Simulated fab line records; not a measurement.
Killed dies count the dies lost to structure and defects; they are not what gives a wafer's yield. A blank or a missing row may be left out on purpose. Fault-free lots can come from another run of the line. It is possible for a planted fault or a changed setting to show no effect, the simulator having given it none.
Which tool is to blame? / flow gf180mcu / Sampling: 14 lots, 42 wafers, 4 of 602 route steps

## WHAT THE GAUGES SHOWED, per wafer
GF_V1_CD_MEAS_14: the cd target is 260 nm.
lot=L595; measured=day 18 11:49; on=cd-sem-01; cd-nm (nm)=260.7 261.1 261.4
lot=L596; measured=day 18 15:33; on=cd-sem-02; cd-nm (nm)=260.6 259.7 260.1
lot=L597; measured=day 18 16:43; on=cd-sem-02; cd-nm (nm)=259.8 260.2 259.7
lot=L598; measured=day 19 00:38; on=cd-sem-02; cd-nm (nm)=262.3 261.4 260.7
lot=L599; measured=day 19 17:29; on=cd-sem-01; cd-nm (nm)=260.5 261.2 260.7
lot=L602; measured=day 21 04:04; on=cd-sem-01; cd-nm (nm)=261.1 261.1 260.7
lot=L605; measured=day 22 09:55; on=cd-sem-02; cd-nm (nm)=262.9 262.2 261.1
lot=L608; measured=day 22 23:44; on=cd-sem-01; cd-nm (nm)=258.3 259.7 258.8
lot=L609; measured=day 23 14:47; on=cd-sem-01; cd-nm (nm)=261.7 261.4 262.4
lot=L611; measured=day 24 15:43; on=cd-sem-01; cd-nm (nm)=260.7 259.1 260.7
lot=L612; measured=day 24 12:25; on=cd-sem-01; cd-nm (nm)=259.3 260.0 259.6
lot=L613; measured=day 24 17:16; on=cd-sem-02; cd-nm (nm)=259.9 261.2 260.6
lot=L617; measured=day 25 23:49; on=cd-sem-02; cd-nm (nm)=259.9 260.5 258.6
lot=L618; measured=day 25 23:55; on=cd-sem-01; cd-nm (nm)=260.8 260.6 260.9

GF_M3_RS_MEAS_05: measures by four-point-probe.
lot=L595; measured=day 20 16:15; on=film-metro-04; M3_ALCU_RS (ohm/sq)=0.0691 0.0708 0.0702
lot=L596; measured=day 20 20:26; on=film-metro-02; M3_ALCU_RS (ohm/sq)=0.0714 0.0710 0.0712
lot=L597; measured=day 20 22:14; on=film-metro-02; M3_ALCU_RS (ohm/sq)=0.0695 0.0693 0.0694
lot=L598; measured=day 21 06:15; on=film-metro-02; M3_ALCU_RS (ohm/sq)=0.0703 0.0689 0.0691
lot=L599; measured=day 21 22:08; on=film-metro-01; M3_ALCU_RS (ohm/sq)=0.0681 0.0693 0.0680
lot=L602; measured=day 23 07:39; on=film-metro-01; M3_ALCU_RS (ohm/sq)=0.0686 0.0686 0.0685
lot=L605; measured=day 24 10:48; on=film-metro-04; M3_ALCU_RS (ohm/sq)=0.0693 0.0698 0.0693
lot=L608; measured=day 25 01:22; on=film-metro-04; M3_ALCU_RS (ohm/sq)=0.0693 0.0696 0.0694
lot=L609; measured=day 25 14:43; on=film-metro-01; M3_ALCU_RS (ohm/sq)=0.0706 0.0715 0.0704
lot=L611; measured=day 26 14:19; on=film-metro-01; M3_ALCU_RS (ohm/sq)=0.0699 0.0701 0.0702
lot=L612; measured=day 26 11:19; on=film-metro-04; M3_ALCU_RS (ohm/sq)=0.0694 0.0709 0.0693
lot=L613; measured=day 26 15:05; on=film-metro-01; M3_ALCU_RS (ohm/sq)=0.0709 0.0706 0.0699
lot=L617; measured=day 27 20:55; on=film-metro-01; M3_ALCU_RS (ohm/sq)=0.0682 0.0681 0.0690
lot=L618; measured=day 27 21:18; on=film-metro-01; M3_ALCU_RS (ohm/sq)=0.0703 0.0683 0.0698

## TOOL THAT RAN EACH LOT (tool first, then ch and the chambers of the sampled wafers, then the start)
lot=L595; GF_STI_PEB_10=litho-track-02 ch 0, day 2 02:02; GF_POLY_GATE_ETCH_12=rie-diel-02 ch 0,1, day 9 08:44
lot=L596; GF_STI_PEB_10=litho-track-04 ch 0, day 2 05:52; GF_POLY_GATE_ETCH_12=rie-diel-02 ch 0,3, day 9 11:53
lot=L597; GF_STI_PEB_10=litho-track-03 ch 0, day 2 11:13; GF_POLY_GATE_ETCH_12=rie-diel-04 ch 0,1,2, day 9 16:40
lot=L598; GF_STI_PEB_10=litho-track-02 ch 0, day 2 17:08; GF_POLY_GATE_ETCH_12=rie-diel-02 ch 1,2, day 9 22:22
lot=L599; GF_STI_PEB_10=litho-track-04 ch 0, day 3 01:53; GF_POLY_GATE_ETCH_12=rie-diel-01 ch 0,1,3, day 10 09:37
lot=L602; GF_STI_PEB_10=litho-track-04 ch 0, day 3 11:50; GF_POLY_GATE_ETCH_12=rie-diel-01 ch 2,3, day 11 13:02
lot=L605; GF_STI_PEB_10=litho-track-04 ch 0, day 4 06:14; GF_POLY_GATE_ETCH_12=rie-diel-02 ch 0,1, day 12 14:04
lot=L608; GF_STI_PEB_10=litho-track-03 ch 0, day 4 20:39; GF_POLY_GATE_ETCH_12=rie-diel-02 ch 1,2, day 13 01:19
lot=L609; GF_STI_PEB_10=litho-track-02 ch 0, day 5 04:02; GF_POLY_GATE_ETCH_12=rie-diel-01 ch 0,1, day 13 13:02
lot=L611; GF_STI_PEB_10=litho-track-02 ch 0, day 5 14:26; GF_POLY_GATE_ETCH_12=rie-diel-02 ch 0,1,3, day 14 12:44
lot=L612; GF_STI_PEB_10=litho-track-03 ch 0, day 5 18:25; GF_POLY_GATE_ETCH_12=rie-diel-01 ch 0,1, day 14 10:47
lot=L613; GF_STI_PEB_10=litho-track-02 ch 0, day 5 20:27; GF_POLY_GATE_ETCH_12=rie-diel-04 ch 2,3, day 14 14:49
lot=L617; GF_STI_PEB_10=litho-track-04 ch 0, day 6 21:18; GF_POLY_GATE_ETCH_12=rie-diel-04 ch 0,1, day 15 22:53
lot=L618; GF_STI_PEB_10=litho-track-03 ch 0, day 7 00:58; GF_POLY_GATE_ETCH_12=rie-diel-01 ch 1,2,3, day 15 23:53
- GF_STI_PEB_10: peb time 90 s.
- GF_POLY_GATE_ETCH_12: etches BARC in N2/H2.

## AS READ BY THE TOOLS THEMSELVES (means over the sampled wafers that have a number; for cases with no such wafer, the mark the record gives instead)
GF_STI_PEB_10.
lot=L595; tool=litho-track-02; exhaust-pa (Pa)=44.5; heater-power-total-W (W)=85.69; plate-temp-C (C)=135.06
lot=L596; tool=litho-track-04; exhaust-pa (Pa)=45.2; heater-power-total-W (W)=85.69; plate-temp-C (C)=134.96
lot=L597; tool=litho-track-03; exhaust-pa (Pa)=45.2; heater-power-total-W (W)=85.73; plate-temp-C (C)=135.08
lot=L598; tool=litho-track-02; exhaust-pa (Pa)=45.1; heater-power-total-W (W)=85.83; plate-temp-C (C)=135.06
lot=L599; tool=litho-track-04; exhaust-pa (Pa)=46.2; heater-power-total-W (W)=85.75; plate-temp-C (C)=134.79
lot=L602; tool=litho-track-04; exhaust-pa (Pa)=45.8; heater-power-total-W (W)=84.74; plate-temp-C (C)=133.79
lot=L605; tool=litho-track-04; exhaust-pa (Pa)=45.8; heater-power-total-W (W)=84.83; plate-temp-C (C)=133.77
lot=L608; tool=litho-track-03; exhaust-pa (Pa)=45.3; heater-power-total-W (W)=85.76; plate-temp-C (C)=135.07
lot=L609; tool=litho-track-02; exhaust-pa (Pa)=45.7; heater-power-total-W (W)=85.68; plate-temp-C (C)=135.18
lot=L611; tool=litho-track-02; exhaust-pa (Pa)=43.2; heater-power-total-W (W)=85.79; plate-temp-C (C)=135.24
lot=L612; tool=litho-track-03; exhaust-pa (Pa)=45.0; heater-power-total-W (W)=85.77; plate-temp-C (C)=134.91
lot=L613; tool=litho-track-02; exhaust-pa (Pa)=46.1; heater-power-total-W (W)=85.64; plate-temp-C (C)=134.92
lot=L617; tool=litho-track-04; exhaust-pa (Pa)=45.0; heater-power-total-W (W)=85.64; plate-temp-C (C)=134.97
lot=L618; tool=litho-track-03; exhaust-pa (Pa)=46.5; heater-power-total-W (W)=85.69; plate-temp-C (C)=135.08

GF_POLY_GATE_ETCH_12.
lot=L595; tool=rie-diel-02; drypump-motor-current-A (A)=5.2; oes-product-au (a.u.)=0.738; throttle-valve-pct (%)=13.209
lot=L596; tool=rie-diel-02; drypump-motor-current-A (A)=5.6; oes-product-au (a.u.)=0.732; throttle-valve-pct (%)=13.215
lot=L597; tool=rie-diel-04; drypump-motor-current-A (A)=5.5; oes-product-au (a.u.)=0.730; throttle-valve-pct (%)=13.209
lot=L598; tool=rie-diel-02; drypump-motor-current-A (A)=5.6; oes-product-au (a.u.)=0.735; throttle-valve-pct (%)=13.216
lot=L599; tool=rie-diel-01; drypump-motor-current-A (A)=5.8; oes-product-au (a.u.)=0.734; throttle-valve-pct (%)=13.207
lot=L602; tool=rie-diel-01; drypump-motor-current-A (A)=5.8; oes-product-au (a.u.)=0.733; throttle-valve-pct (%)=13.217
lot=L605; tool=rie-diel-02; drypump-motor-current-A (A)=5.2; oes-product-au (a.u.)=0.733; throttle-valve-pct (%)=13.217
lot=L608; tool=rie-diel-02; drypump-motor-current-A (A)=5.4; oes-product-au (a.u.)=0.739; throttle-valve-pct (%)=13.220
lot=L609; tool=rie-diel-01; drypump-motor-current-A (A)=6.2; oes-product-au (a.u.)=0.739; throttle-valve-pct (%)=13.217
lot=L611; tool=rie-diel-02; drypump-motor-current-A (A)=5.5; oes-product-au (a.u.)=0.734; throttle-valve-pct (%)=13.210
lot=L612; tool=rie-diel-01; drypump-motor-current-A (A)=5.7; oes-product-au (a.u.)=0.734; throttle-valve-pct (%)=13.213
lot=L613; tool=rie-diel-04; drypump-motor-current-A (A)=5.8; oes-product-au (a.u.)=0.731; throttle-valve-pct (%)=13.211
lot=L617; tool=rie-diel-04; drypump-motor-current-A (A)=5.3; oes-product-au (a.u.)=0.734; throttle-valve-pct (%)=13.220
lot=L618; tool=rie-diel-01; drypump-motor-current-A (A)=5.6; oes-product-au (a.u.)=0.735; throttle-valve-pct (%)=13.215

## THE ANSWER, worked out from the rows above alone
Rule: the lots themselves supply what counts as usual. Put in order of their means at a reading, lots are off if they are a third of the lots or fewer, leave a main group of 4 or more, and stand apart from it by a gap of 3 or more times the standard deviation of the main group's means; of several such gaps the widest counts. A main group is skipped when, at the precision printed for the reading in the tables above, its means are all equal. Also off: a lot with no number at a reading for which 4 or more lots have one. Where the step has rows for the other lots, those lots are counted as sound. First the gauges in route order, then the tools' own readings, where a lot's mean is used as printed above. At the first step where some lot is off, the reading lying furthest off is the one used; lots without a number count as furthest.
Off: L602, L605, at GF_STI_PEB_10 (heater-power-total-W). Mean 85.72 W and standard deviation 0.057 in the main group.
A tool fits if, at that step or a process step before it, it ran every lot that is off, and no sound lot after the first of them. None of those tried fits.

## WHAT THE SIMULATOR HAD PUT IN
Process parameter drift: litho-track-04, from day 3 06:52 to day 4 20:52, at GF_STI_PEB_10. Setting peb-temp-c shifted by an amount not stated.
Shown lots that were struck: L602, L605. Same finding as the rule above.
